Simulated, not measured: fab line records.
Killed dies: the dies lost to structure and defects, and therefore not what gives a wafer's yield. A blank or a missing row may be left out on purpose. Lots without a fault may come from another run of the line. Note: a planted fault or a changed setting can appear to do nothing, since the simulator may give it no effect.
fab line records ; flow sky130
[record] lots = 12; wafers = 36; last-day = 50
route steps=708 shown NWELL@63 PAD_OPEN@708
lots untouched by any fault: they come from a run of this same line in which no faults occurred
start-h: hours from the record's opening day to when the first of the lot's shown wafers began ; wait-h: time in hours since the lot's previous step ; " same as the row above ; L1.1+2: a row that stands for several wafers ; - no value, or no start was given ; * or withheld: withheld ; < > ~ a bound
route shown NAME@n: NAME is a module with steps in the file, n the number in the route of the first one ; usual: average and standard deviation across the fault-free wafers ; same: alike in all rows ; chamber/n: place in a boat ; sites: the reading at each site ; _std_site: standard deviation of those values ; _edge_site: mean of outer sites minus mean of inner sites ; radius-mm: how far each site lies from the wafer's centre ; mask NAME#n: copy n ; behind: the last tool/chamber to shape the wafer ; hold: the reason the lot was held/the length of the hold in hours/how it ended ; device: names the non-switching transistor (n, p or np) ; end of line: the route-end tests of the same wafers ; step lacking rows: just its recipe ; killed: dies lost to structure and defects at the first sort, not the wafer's yield ; map: shows each die of a wafer: x if killed, . if not, _ if none is there
set.NAME: setting as actually run; set.NAME@STEP: the setting as run at that earlier step ; model.NAME: the simulator's own value behind a step, which no gauge read
the route's steps for a sample of lots (tables are steps, rows are wafers)
services: the hour from which a tool's chamber was out of use, counted from the record's first day as start-h (under 0 if before that day), plus the number of hours and why
[[steps]]
[step SKY_NWELL_OVL_MEAS_10]
[usual] NWELL_00_OVL = -1.0/1.5
lot.wafer;tool;chamber;start-h;wait-h;NWELL_00_OVL[nm]
L607.2;overlay-01;-;97.67;-;-2.0
L607.3;overlay-01;-;97.67;-;-1.0
L607.6;overlay-01;-;97.67;-;-0.7
L608.1;overlay-02;-;108.21;-;-4.3
L608.2;overlay-02;-;108.21;-;-2.7
L608.4;overlay-02;-;108.21;-;-2.3
L611.1;overlay-01;-;113.53;-;-0.7
L611.2;overlay-01;-;113.53;-;0.0
L611.5;overlay-01;-;113.53;-;-1.1
L612.2;overlay-01;-;121.28;-;-0.2
L612.5;overlay-01;-;121.28;-;1.5
L612.6;overlay-01;-;121.28;-;1.0
L613.1;overlay-02;-;124.53;-;-3.5
L613.3;overlay-02;-;124.53;-;-2.6
L613.4;overlay-02;-;124.53;-;-2.4
L614.3;overlay-02;-;128.74;-;-0.1
L614.4;overlay-02;-;128.74;-;-0.3
L614.6;overlay-02;-;128.74;-;0.8
L615.1;overlay-02;-;139.63;-;-0.6
L615.2;overlay-02;-;139.63;-;-1.5
L615.4;overlay-02;-;139.63;-;-0.5
L622.2;overlay-02;-;174.63;-;-2.4
L622.4;overlay-02;-;174.63;-;-1.4
L622.5;overlay-02;-;174.63;-;-2.5
L624.1;overlay-01;-;184.48;-;-0.6
L624.2;overlay-01;-;184.48;-;0.4
L624.5;overlay-01;-;184.48;-;1.2
L627.1;overlay-02;-;209.53;-;-3.6
L627.5;overlay-02;-;209.53;-;-1.5
L627.6;overlay-02;-;209.53;-;-2.5
L628.2;overlay-02;-;214.81;-;0.6
L628.4;overlay-02;-;214.81;-;0.3
L628.6;overlay-02;-;214.81;-;0.3
L629.2;overlay-01;-;216.97;-;-0.8
L629.3;overlay-01;-;216.97;-;-0.8
L629.5;overlay-01;-;216.97;-;-1.8
[step SKY_NWELL_IMPLANT_11]
[recipe] species = P; energy-kev = 400; dose-cm2 = 1.9e+13; tilt-deg = withheld
[usual] beam-energy-keV = 400.00/0.12
lot.wafer;tool;chamber;start-h;wait-h;beam-energy-keV
L607.2;implanter-01;0;97.72;0.0;399.96
L607.3;implanter-01;0;97.72;0.0;399.92
L607.6;implanter-01;0;97.72;0.0;399.96
L608.1;implanter-04;0;108.25;0.0;400.00
L608.2;implanter-04;0;108.25;0.0;400.14
L608.4;implanter-04;0;108.25;0.0;400.05
L611.1;implanter-01;0;113.56;0.0;400.02
L611.2;implanter-01;0;113.56;0.0;400.08
L611.5;implanter-01;0;113.56;0.0;399.98
L612.2;implanter-02;0;121.34;0.0;400.00
L612.5;implanter-02;0;121.34;0.0;399.78
L612.6;implanter-02;0;121.34;0.0;399.76
L613.1;implanter-02;0;124.56;0.0;399.89
L613.3;implanter-02;0;124.56;0.0;399.97
L613.4;implanter-02;0;124.56;0.0;399.66
L614.3;implanter-04;0;128.84;0.1;400.24
L614.4;implanter-04;0;128.84;0.1;399.97
L614.6;implanter-04;0;128.84;0.1;399.86
L615.1;implanter-02;0;139.66;0.0;400.07
L615.2;implanter-02;0;139.66;0.0;399.90
L615.4;implanter-02;0;139.66;0.0;400.15
L622.2;implanter-04;0;174.69;0.0;380.21
L622.4;implanter-04;0;174.69;0.0;380.17
L622.5;implanter-04;0;174.69;0.0;380.17
L624.1;implanter-04;0;184.51;0.0;380.13
L624.2;implanter-04;0;184.51;0.0;380.12
L624.5;implanter-04;0;184.51;0.0;380.09
L627.1;implanter-01;0;209.56;0.0;399.95
L627.5;implanter-01;0;209.56;0.0;399.99
L627.6;implanter-01;0;209.56;0.0;400.03
L628.2;implanter-01;0;214.87;0.0;400.14
L628.4;implanter-01;0;214.87;0.0;399.98
L628.6;implanter-01;0;214.87;0.0;400.22
L629.2;implanter-01;0;217.02;0.0;400.10
L629.3;implanter-01;0;217.02;0.0;400.23
L629.5;implanter-01;0;217.02;0.0;399.92
[step SKY_NWELL_OVL_MEAS_23]
[usual] NWELL_01_OVL = -0.7/1.6
lot.wafer;tool;chamber;start-h;wait-h;NWELL_01_OVL[nm]
L607.2;overlay-02;-;116.47;-;-2.7
L607.3;overlay-02;-;116.47;-;-1.9
L607.6;overlay-02;-;116.47;-;-3.9
L608.1;overlay-01;-;126.71;-;-2.9
L608.2;overlay-01;-;126.71;-;-3.0
L608.4;overlay-01;-;126.71;-;-3.3
L611.1;overlay-02;-;132.93;-;-2.3
L611.2;overlay-02;-;132.93;-;-2.0
L611.5;overlay-02;-;132.93;-;-2.3
L612.2;overlay-02;-;140.32;-;-0.7
L612.5;overlay-02;-;140.32;-;0.1
L612.6;overlay-02;-;140.32;-;-1.6
L613.1;overlay-01;-;143.43;-;-1.2
L613.3;overlay-01;-;143.43;-;-1.7
L613.4;overlay-01;-;143.43;-;-2.2
L614.3;overlay-01;-;147.54;-;-1.7
L614.4;overlay-01;-;147.54;-;0.8
L614.6;overlay-01;-;147.54;-;0.0
L615.1;overlay-01;-;159.06;-;1.8
L615.2;overlay-01;-;159.06;-;1.7
L615.4;overlay-01;-;159.06;-;1.0
L622.2;overlay-01;-;196.23;-;-0.5
L622.4;overlay-01;-;196.23;-;2.1
L622.5;overlay-01;-;196.23;-;0.2
L624.1;overlay-02;-;206.36;-;-1.5
L624.2;overlay-02;-;206.36;-;-0.8
L624.5;overlay-02;-;206.36;-;0.2
L627.1;overlay-01;-;232.06;-;-2.2
L627.5;overlay-01;-;232.06;-;0.8
L627.6;overlay-01;-;232.06;-;-0.1
L628.2;overlay-01;-;237.98;-;1.2
L628.4;overlay-01;-;237.98;-;1.5
L628.6;overlay-01;-;237.98;-;0.1
L629.2;overlay-02;-;240.07;-;-2.3
L629.3;overlay-02;-;240.07;-;-1.3
L629.5;overlay-02;-;240.07;-;-1.2
[step SKY_NWELL_RTA_28]
[recipe] temp-c = 1050; time-s = 30; idle-temp-c = 650; ramp-up-c-per-s = 150; ramp-down-c-per-s = 90; ambient = N2
[usual] chamber-o2-ppm = 2.003/0.019; lamp-power-pct = 25.30/0.055; ramp-up-c-per-s = 150.00/0.025; wafer_temp_C_max = 1055.0/0.97
lot.wafer;tool;chamber;start-h;wait-h;chamber-o2-ppm;lamp-power-pct;ramp-up-c-per-s;wafer_temp_C_max
L607.2;rtp-anneal-02;0;116.87;0.0;2.034;25.18;150.01;1054.0
L607.3;rtp-anneal-02;0;116.87;0.0;2.035;25.38;149.99;1054.8
L607.6;rtp-anneal-02;0;116.87;0.0;2.000;25.33;150.00;1054.3
L608.1;rtp-anneal-01;0;127.35;0.0;2.000;25.29;150.00;1054.3
L608.2;rtp-anneal-01;0;127.35;0.0;2.016;25.29;150.01;1053.7
L608.4;rtp-anneal-01;0;127.35;0.0;1.996;25.29;150.01;1055.0
L611.1;rtp-anneal-02;0;133.32;0.0;2.014;25.31;149.98;1056.8
L611.2;rtp-anneal-02;0;133.32;0.0;1.973;25.33;150.04;1055.0
L611.5;rtp-anneal-02;0;133.32;0.0;1.991;25.25;149.94;1053.4
L612.2;rtp-anneal-01;0;140.72;0.0;2.021;25.12;149.99;1054.9
L612.5;rtp-anneal-01;0;140.72;0.0;1.981;25.33;150.01;1055.3
L612.6;rtp-anneal-01;0;140.72;0.0;2.016;25.27;150.04;1053.8
L613.1;rtp-anneal-02;0;143.83;0.0;1.991;25.22;150.04;1054.6
L613.3;rtp-anneal-02;0;143.83;0.0;1.978;25.28;150.00;1054.6
L613.4;rtp-anneal-02;0;143.83;0.0;2.001;25.25;150.02;1053.8
L614.3;rtp-anneal-02;0;147.96;0.0;1.981;25.31;149.99;1054.4
L614.4;rtp-anneal-02;0;147.96;0.0;2.007;25.30;149.96;1055.2
L614.6;rtp-anneal-02;0;147.96;0.0;2.021;25.30;149.98;1054.6
L615.1;rtp-anneal-02;0;159.59;0.0;2.005;25.28;150.00;1055.7
L615.2;rtp-anneal-02;0;159.59;0.0;2.009;25.32;150.03;1055.1
L615.4;rtp-anneal-02;0;159.59;0.0;1.985;25.27;150.00;1053.3
L622.2;rtp-anneal-02;0;196.64;0.0;1.978;25.31;150.01;1054.4
L622.4;rtp-anneal-02;0;196.64;0.0;2.029;25.28;150.01;1054.3
L622.5;rtp-anneal-02;0;196.64;0.0;1.985;25.30;149.98;1053.8
L624.1;rtp-anneal-02;0;206.75;0.0;2.018;25.32;149.98;1057.6
L624.2;rtp-anneal-02;0;206.75;0.0;2.009;25.23;149.99;1055.0
L624.5;rtp-anneal-02;0;206.75;0.0;1.990;25.26;149.97;1054.4
L627.1;rtp-anneal-02;0;232.46;0.0;2.010;25.40;150.03;1057.1
L627.5;rtp-anneal-02;0;232.46;0.0;2.003;25.32;150.00;1054.0
L627.6;rtp-anneal-02;0;232.46;0.0;2.040;25.28;149.99;1055.3
L628.2;rtp-anneal-01;0;238.39;0.0;2.005;25.26;149.97;1056.3
L628.4;rtp-anneal-01;0;238.39;0.0;2.007;25.30;150.01;1056.1
L628.6;rtp-anneal-01;0;238.39;0.0;2.017;25.37;149.99;1055.3
L629.2;rtp-anneal-01;0;240.47;0.0;1.988;25.33;150.01;1053.9
L629.3;rtp-anneal-01;0;240.47;0.0;2.034;25.25;150.02;1057.4
L629.5;rtp-anneal-01;0;240.47;0.0;1.956;25.36;149.97;1054.1
[step SKY_NWELL_RS_MEAS_29]
[recipe] thk-meas-gauge = four-point-probe
[usual] NWELL_RS = 624.7/1.5
lot.wafer;tool;chamber;start-h;wait-h;hold;NWELL_RS[ohm/sq]
L607.2;film-metro-02;-;116.98;0.1;-;624.5
L607.3;film-metro-02;-;116.98;0.1;-;625.0
L607.6;film-metro-02;-;116.98;0.1;-;625.0
L608.1;film-metro-04;-;127.45;0.1;-;623.9
L608.2;film-metro-04;-;127.45;0.1;-;624.3
L608.4;film-metro-04;-;127.45;0.1;-;624.5
L611.1;film-metro-03;-;133.42;0.1;-;620.0
L611.2;film-metro-03;-;133.42;0.1;-;622.1
L611.5;film-metro-03;-;133.42;0.1;-;622.7
L612.2;film-metro-04;-;140.83;0.1;-;627.3
L612.5;film-metro-04;-;140.83;0.1;-;626.9
L612.6;film-metro-04;-;140.83;0.1;-;628.1
L613.1;film-metro-02;-;143.93;0.1;-;625.2
L613.3;film-metro-02;-;143.93;0.1;-;623.6
L613.4;film-metro-02;-;143.93;0.1;-;624.6
L614.3;film-metro-03;-;148.07;0.1;-;624.9
L614.4;film-metro-03;-;148.07;0.1;-;622.0
L614.6;film-metro-03;-;148.07;0.1;-;622.6
L615.1;film-metro-03;-;159.69;0.1;-;625.6
L615.2;film-metro-03;-;159.69;0.1;-;626.3
L615.4;film-metro-03;-;159.69;0.1;-;625.5
L622.2;film-metro-03;-;196.74;0.1;await-dispo/0.2h/release;630.7
L622.4;film-metro-03;-;196.74;0.1;await-dispo/0.2h/release;631.6
L622.5;film-metro-03;-;196.74;0.1;await-dispo/0.2h/release;631.6
L622.2;film-metro-03;-;197.10;0.3;-;631.8
L622.4;film-metro-03;-;197.10;0.3;-;631.4
L622.5;film-metro-03;-;197.10;0.3;-;632.0
L624.1;film-metro-04;-;206.85;0.1;await-dispo/0.2h/release;630.1
L624.2;film-metro-04;-;206.85;0.1;await-dispo/0.2h/release;632.6
L624.5;film-metro-04;-;206.85;0.1;await-dispo/0.2h/release;630.6
L624.1;film-metro-04;-;207.21;0.3;-;629.9
L624.2;film-metro-04;-;207.21;0.3;-;633.8
L624.5;film-metro-04;-;207.21;0.3;-;631.7
L627.1;film-metro-03;-;232.66;0.2;-;621.4
L627.5;film-metro-03;-;232.66;0.2;-;622.6
L627.6;film-metro-03;-;232.66;0.2;-;623.1
L628.2;film-metro-03;-;238.50;0.1;-;625.3
L628.4;film-metro-03;-;238.50;0.1;-;627.2
L628.6;film-metro-03;-;238.50;0.1;-;625.7
L629.2;film-metro-04;-;240.58;0.1;-;624.4
L629.3;film-metro-04;-;240.58;0.1;-;623.1
L629.5;film-metro-04;-;240.58;0.1;-;623.2
[step SKY_PAD_OPEN_PROBE_99]
[usual] killed_at_M0_to_M3 = 43/7.1; killed_at_M4_up = 3.0/1.6; killed-at-contacts = 24/5.3; killed-at-front-end = 16/4.1; killed-at-other = 0.5/0.82; killed-dies = 86/9.4; killed-on-rim = 17/4.1; killed-open = 46/6.9; killed-short = 39/6.5
[same] gross-dies = 492; killed-at-back-side = 0
lot.wafer;tool;chamber;start-h;wait-h;killed_at_M0_to_M3;killed_at_M4_up;killed-at-contacts;killed-at-front-end;killed-at-other;killed-dies;killed-on-rim;killed-open;killed-short
L607.2;prober-01;-;1086.26;0.1;39;2;31;29;3;104;17;54;47
L607.3;prober-01;-;1086.31;0.2;36;4;30;21;2;93;18;59;33
L607.6;prober-01;-;1086.46;0.2;38;4;30;13;1;86;11;48;36
L608.1;prober-02;-;1100.82;0.1;40;3;32;11;0;86;23;47;39
L608.2;prober-02;-;1100.87;0.1;37;5;19;21;1;83;13;35;48
L608.4;prober-02;-;1100.97;0.2;28;4;17;16;0;65;10;34;31
L611.1;prober-02;-;1108.43;0.1;41;6;26;20;2;95;23;54;39
L611.2;prober-02;-;1108.48;0.1;46;2;27;13;3;91;18;34;54
L611.5;prober-02;-;1108.63;0.2;32;3;22;9;1;67;13;37;29
L612.2;prober-01;-;1114.81;0.1;40;2;35;15;0;92;19;55;37
L612.5;prober-01;-;1114.96;0.2;45;3;27;14;2;91;24;49;40
L612.6;prober-01;-;1115.01;0.2;47;0;25;14;0;86;17;47;39
L613.1;prober-02;-;1118.23;0.1;42;7;19;14;1;83;22;43;38
L613.3;prober-02;-;1118.33;0.2;37;3;15;20;0;75;12;40;35
L613.4;prober-02;-;1118.38;0.2;45;2;27;19;0;93;20;52;41
L614.3;prober-01;-;1118.88;0.2;43;4;21;22;1;91;18;50;41
L614.4;prober-01;-;1118.93;0.2;42;3;27;13;0;85;22;53;32
L614.6;prober-01;-;1119.03;0.2;40;5;22;10;3;80;16;38;42
L615.1;prober-02;-;1129.94;0.1;39;7;20;15;0;81;20;47;34
L615.2;prober-02;-;1129.99;0.1;35;7;15;11;1;69;10;34;34
L615.4;prober-02;-;1130.09;0.2;42;2;25;20;0;89;17;45;44
L622.2;prober-02;-;1160.08;0.1;47;5;29;24;1;106;24;56;50
L622.4;prober-02;-;1160.18;0.2;46;1;18;12;1;78;14;39;39
L622.5;prober-02;-;1160.23;0.2;49;4;20;10;0;83;17;51;32
L624.1;prober-02;-;1181.52;0.1;45;2;16;17;0;80;14;38;42
L624.2;prober-02;-;1181.57;0.1;57;3;35;15;0;110;23;57;53
L624.5;prober-02;-;1181.72;0.2;44;5;24;18;0;91;16;43;48
L628.2;prober-02;-;1189.97;0.1;33;1;22;15;1;72;9;38;34
L628.4;prober-02;-;1190.07;0.2;54;1;21;18;0;94;23;48;46
L628.6;prober-02;-;1190.17;0.2;31;3;18;22;0;74;10;35;39
L627.1;prober-01;-;1190.53;0.1;34;2;21;20;0;77;13;38;38
L627.5;prober-01;-;1190.73;0.2;31;4;31;10;1;77;15;47;30
L627.6;prober-01;-;1190.78;0.2;38;2;30;14;0;84;18;50;33
L629.2;prober-02;-;1193.86;0.1;50;3;30;13;0;96;18;51;45
L629.3;prober-02;-;1193.91;0.2;42;3;27;20;0;92;18;49;43
L629.5;prober-02;-;1194.01;0.2;34;2;23;15;1;75;8;43;32
// killed by level:class
L607.2 CONTACT:geometric-particle:open=11 POLY_GATE:geometric-particle:short=10 VIA1:geometric-particle:open=8 LI_CONTACT:geometric-particle:open=6 CONTACT:geometric-particle:short=6 VIA3:geometric-particle:open=6 FIELD_ISO:geometric-particle:short=5 POLY_GATE:geometric-particle:open=5
L607.3 CONTACT:geometric-particle:open=11 LI_CONTACT:geometric-particle:open=10 VIA3:geometric-particle:open=9 VIA2:geometric-particle:open=7 POLY_GATE:geometric-particle:short=5 POLY_GATE:geometric-particle:open=5 VIA1:geometric-particle:open=5 SPACER:geometric-particle:open=4
L607.6 CONTACT:geometric-particle:open=13 VIA1:geometric-particle:open=13 CONTACT:geometric-particle:short=7 LI_CONTACT:geometric-particle:open=6 VIA2:geometric-particle:open=5 METAL3:geometric-particle:short=4 VIA3:geometric-particle:open=4 FIELD_ISO:geometric-particle:open=3
L608.1 CONTACT:geometric-particle:open=10 VIA1:geometric-particle:open=10 VIA3:geometric-particle:open=10 CONTACT:geometric-particle:short=7 LI_CONTACT:geometric-particle:short=6 FIELD_ISO:geometric-particle:open=4 LI_CONTACT:geometric-particle:open=4 LOCAL_INTERCONNECT:geometric-particle:short=4
L608.2 METAL2:geometric-particle:short=8 VIA1:geometric-particle:open=7 CONTACT:geometric-particle:short=6 LI_CONTACT:geometric-particle:open=5 FIELD_ISO:geometric-particle:short=4 FIELD_ISO:geometric-particle:open=4 POLY_GATE:geometric-particle:open=4 POLY_GATE:geometric-particle:short=4
L608.4 LI_CONTACT:geometric-particle:open=6 POLY_GATE:geometric-particle:open=5 CONTACT:geometric-particle:open=5 VIA1:geometric-particle:short=5 FIELD_ISO:geometric-particle:short=4 FIELD_ISO:geometric-particle:open=4 VIA1:geometric-particle:open=4 VIA2:geometric-particle:short=4
L611.1 CONTACT:geometric-particle:open=15 POLY_GATE:geometric-particle:short=10 LI_CONTACT:geometric-particle:open=7 VIA2:geometric-particle:open=7 METAL2:geometric-particle:short=6 METAL1:geometric-particle:short=6 VIA1:geometric-particle:open=6 VIA3:geometric-particle:open=6
L611.2 LOCAL_INTERCONNECT:geometric-particle:short=8 CONTACT:geometric-particle:short=8 METAL1:geometric-particle:short=7 METAL2:geometric-particle:short=6 FIELD_ISO:geometric-particle:open=5 VIA1:geometric-particle:short=5 CONTACT:geometric-particle:open=5 VIA1:geometric-particle:open=5
L611.5 CONTACT:geometric-particle:open=13 VIA2:geometric-particle:open=6 VIA1:geometric-particle:short=5 VIA1:geometric-particle:open=5 LI_CONTACT:geometric-particle:open=4 METAL2:geometric-particle:short=4 LOCAL_INTERCONNECT:geometric-particle:short=3 METAL1:geometric-particle:short=3
L612.2 CONTACT:geometric-particle:open=13 LI_CONTACT:geometric-particle:open=11 VIA1:geometric-particle:open=8 VIA3:geometric-particle:short=6 VIA3:geometric-particle:open=5 LOCAL_INTERCONNECT:geometric-particle:short=5 LI_CONTACT:geometric-particle:short=4 METAL1:geometric-particle:short=4
L612.5 VIA1:geometric-particle:open=11 CONTACT:geometric-particle:open=10 CONTACT:geometric-particle:short=7 VIA1:geometric-particle:short=6 VIA3:geometric-particle:open=6 VIA3:geometric-particle:short=6 LI_CONTACT:geometric-particle:open=5 METAL2:geometric-particle:short=5
L612.6 VIA1:geometric-particle:open=11 CONTACT:geometric-particle:open=9 LI_CONTACT:geometric-particle:open=8 METAL1:geometric-particle:short=6 METAL2:geometric-particle:short=6 VIA2:geometric-particle:open=6 METAL3:geometric-particle:short=6 FIELD_ISO:geometric-particle:open=4
L613.1 VIA1:geometric-particle:open=16 CONTACT:geometric-particle:open=7 METAL4:geometric-particle:short=6 VIA3:geometric-particle:open=6 FIELD_ISO:geometric-particle:short=5 VIA1:geometric-particle:short=5 VIA2:geometric-particle:open=5 LI_CONTACT:geometric-particle:open=4
L613.3 CONTACT:geometric-particle:open=9 METAL1:geometric-particle:short=8 VIA1:geometric-particle:open=7 FIELD_ISO:geometric-particle:short=6 VIA3:geometric-particle:open=6 POLY_GATE:geometric-particle:open=5 FIELD_ISO:geometric-particle:open=4 VIA1:geometric-particle:short=4
L613.4 CONTACT:geometric-particle:open=12 VIA1:geometric-particle:open=11 LOCAL_INTERCONNECT:geometric-particle:short=7 VIA3:geometric-particle:open=7 METAL1:geometric-particle:short=6 VIA1:geometric-particle:short=6 METAL2:geometric-particle:short=6 FIELD_ISO:geometric-particle:open=5
L614.3 VIA1:geometric-particle:open=12 VIA3:geometric-particle:open=9 CONTACT:geometric-particle:open=8 LI_CONTACT:geometric-particle:open=6 METAL1:geometric-particle:short=6 FIELD_ISO:geometric-particle:open=5 POLY_GATE:geometric-particle:short=4 SPACER:geometric-particle:short=4
L614.4 LI_CONTACT:geometric-particle:open=9 CONTACT:geometric-particle:open=9 VIA3:geometric-particle:open=9 VIA1:geometric-particle:open=7 METAL1:geometric-particle:open=5 VIA2:geometric-particle:open=5 POLY_GATE:geometric-particle:open=4 METAL1:geometric-particle:short=4
L614.6 VIA2:geometric-particle:open=7 LI_CONTACT:geometric-particle:open=6 VIA1:geometric-particle:open=6 METAL3:geometric-particle:short=6 VIA3:geometric-particle:open=6 CONTACT:geometric-particle:short=5 LOCAL_INTERCONNECT:geometric-particle:short=4 METAL1:geometric-particle:short=4
L615.1 VIA1:geometric-particle:open=14 LOCAL_INTERCONNECT:geometric-particle:short=6 FIELD_ISO:geometric-particle:open=5 CONTACT:geometric-particle:open=5 VIA3:geometric-particle:short=4 POLY_GATE:geometric-particle:open=4 LI_CONTACT:geometric-particle:open=4 CONTACT:geometric-particle:short=4
L615.2 METAL2:geometric-particle:short=8 VIA1:geometric-particle:open=7 LI_CONTACT:geometric-particle:open=6 METAL4:geometric-particle:short=6 METAL1:geometric-particle:short=5 VIA3:geometric-particle:open=5 POLY_GATE:geometric-particle:open=3 CONTACT:geometric-particle:open=3
L615.4 VIA3:geometric-particle:open=8 LI_CONTACT:geometric-particle:open=8 METAL2:geometric-particle:short=6 CONTACT:geometric-particle:open=6 VIA1:geometric-particle:open=5 FIELD_ISO:geometric-particle:short=4 POLY_GATE:geometric-particle:short=4 POLY_GATE:geometric-particle:open=4
L622.2 VIA1:geometric-particle:open=12 VIA3:geometric-particle:open=10 FIELD_ISO:geometric-particle:open=9 FIELD_ISO:geometric-particle:short=8 LI_CONTACT:geometric-particle:open=8 CONTACT:geometric-particle:short=8 CONTACT:geometric-particle:open=7 METAL2:geometric-particle:short=7
L622.4 VIA1:geometric-particle:open=8 METAL1:geometric-particle:short=8 METAL2:geometric-particle:short=7 VIA2:geometric-particle:open=6 LI_CONTACT:geometric-particle:open=5 CONTACT:geometric-particle:open=5 VIA1:geometric-particle:short=4 VIA3:geometric-particle:short=4
L622.5 VIA1:geometric-particle:open=12 VIA2:geometric-particle:open=10 LI_CONTACT:geometric-particle:open=7 METAL2:geometric-particle:short=6 CONTACT:geometric-particle:open=6 VIA3:geometric-particle:open=6 METAL1:geometric-particle:short=5 FIELD_ISO:geometric-particle:open=4
L624.1 VIA1:geometric-particle:short=8 VIA1:geometric-particle:open=7 METAL2:geometric-particle:short=6 VIA2:geometric-particle:open=6 CONTACT:geometric-particle:open=5 METAL1:geometric-particle:short=5 LI_CONTACT:geometric-particle:open=4 VIA3:geometric-particle:open=4
L624.2 CONTACT:geometric-particle:open=15 VIA1:geometric-particle:open=11 VIA3:geometric-particle:open=10 LI_CONTACT:geometric-particle:open=9 VIA1:geometric-particle:short=9 METAL1:geometric-particle:short=7 FIELD_ISO:geometric-particle:short=6 CONTACT:geometric-particle:short=5
L624.5 VIA1:geometric-particle:open=11 METAL2:geometric-particle:short=10 CONTACT:geometric-particle:short=7 CONTACT:geometric-particle:open=6 POLY_GATE:geometric-particle:open=5 POLY_GATE:geometric-particle:short=5 LI_CONTACT:geometric-particle:open=5 LOCAL_INTERCONNECT:geometric-particle:short=4
L628.2 VIA1:geometric-particle:open=9 METAL1:geometric-particle:short=8 LI_CONTACT:geometric-particle:open=7 LOCAL_INTERCONNECT:geometric-particle:short=6 VIA2:geometric-particle:open=5 POLY_GATE:geometric-particle:open=4 CONTACT:geometric-particle:open=4 FIELD_ISO:geometric-particle:open=3
L628.4 VIA1:geometric-particle:open=12 VIA1:geometric-particle:short=9 VIA3:geometric-particle:open=6 CONTACT:geometric-particle:short=6 METAL1:geometric-particle:short=6 FIELD_ISO:geometric-particle:short=5 CONTACT:geometric-particle:open=5 VIA2:geometric-particle:open=5
L628.6 CONTACT:geometric-particle:open=10 FIELD_ISO:geometric-particle:short=7 METAL2:geometric-particle:short=7 FIELD_ISO:geometric-particle:open=6 METAL3:geometric-particle:short=5 POLY_GATE:geometric-particle:open=4 METAL1:geometric-particle:short=4 VIA1:geometric-particle:open=4
L627.1 LI_CONTACT:geometric-particle:open=7 VIA2:geometric-particle:open=7 POLY_GATE:geometric-particle:short=6 POLY_GATE:geometric-particle:open=6 CONTACT:geometric-particle:open=6 VIA1:geometric-particle:open=6 CONTACT:geometric-particle:short=5 METAL1:geometric-particle:short=4
L627.5 CONTACT:geometric-particle:open=14 VIA1:geometric-particle:open=9 CONTACT:geometric-particle:short=7 FIELD_ISO:geometric-particle:short=5 VIA2:geometric-particle:open=5 LOCAL_INTERCONNECT:geometric-particle:short=4 VIA3:geometric-particle:open=4 LI_CONTACT:geometric-particle:short=3
L627.6 VIA1:geometric-particle:open=13 LI_CONTACT:geometric-particle:open=10 CONTACT:geometric-particle:open=9 CONTACT:geometric-particle:short=5 METAL2:geometric-particle:short=5 METAL1:geometric-particle:short=4 VIA1:geometric-particle:short=4 VIA2:geometric-particle:open=4
L629.2 CONTACT:geometric-particle:open=13 VIA1:geometric-particle:open=9 VIA2:geometric-particle:open=9 CONTACT:geometric-particle:short=7 VIA1:geometric-particle:short=6 VIA3:geometric-particle:short=6 VIA3:geometric-particle:open=6 LI_CONTACT:geometric-particle:open=5
L629.3 CONTACT:geometric-particle:open=13 FIELD_ISO:geometric-particle:open=8 VIA1:geometric-particle:open=8 VIA2:geometric-particle:short=7 VIA3:geometric-particle:open=7 METAL2:geometric-particle:short=6 FIELD_ISO:geometric-particle:short=5 LOCAL_INTERCONNECT:geometric-particle:short=5
L629.5 CONTACT:geometric-particle:open=8 VIA3:geometric-particle:open=7 CONTACT:geometric-particle:short=6 LI_CONTACT:geometric-particle:open=5 VIA2:geometric-particle:open=5 METAL1:geometric-particle:short=5 VIA1:geometric-particle:open=4 METAL2:geometric-particle:short=4
[[services]]
tool;chamber;start-h;hours;kind
implanter-02;-;81.28;4.0;pm
implanter-02;-;101.80;6.9;repair
implanter-04;-;125.32;2.6;repair
implanter-01;-;126.47;3.6;pm
implanter-02;-;184.82;0.9;repair
implanter-01;-;199.76;2.0;repair
implanter-02;-;231.28;5.3;repair
implanter-04;-;236.20;2.7;repair
[[key]]
[first-sign] step = SKY_NWELL_IMPLANT_11; reading = beam-energy-keV; direction = down; sigmas = 99+; usual = *; struck = *
[effect] step = SKY_NWELL_RS_MEAS_29; reading = visit; direction = added
met-at SKY_NWELL_IMPLANT_11
struck-lots L622,L624
tester-left-out L622,L624
not-acting-at SKY_NWELL_OVL_MEAS_10,SKY_NWELL_OVL_MEAS_23,SKY_NWELL_RTA_28
onset-between 128.84 174.69
[fault] kind = process-parameter-drift; tool = implanter-04; chamber = -; onset-h = 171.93; steps = SKY_NWELL_IMPLANT_11; channel = energy-kev; offset = *; shape = step; end-h = 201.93; acts-in = *; stated = *
// tester-left-out: of these lots the tester's yield and bins aren't shown, on N5 and GAA mostly nor the transistor test; their killed dies are dies lost to structure and defects alone, not to doping, threshold or leakage, so they don't give the yield
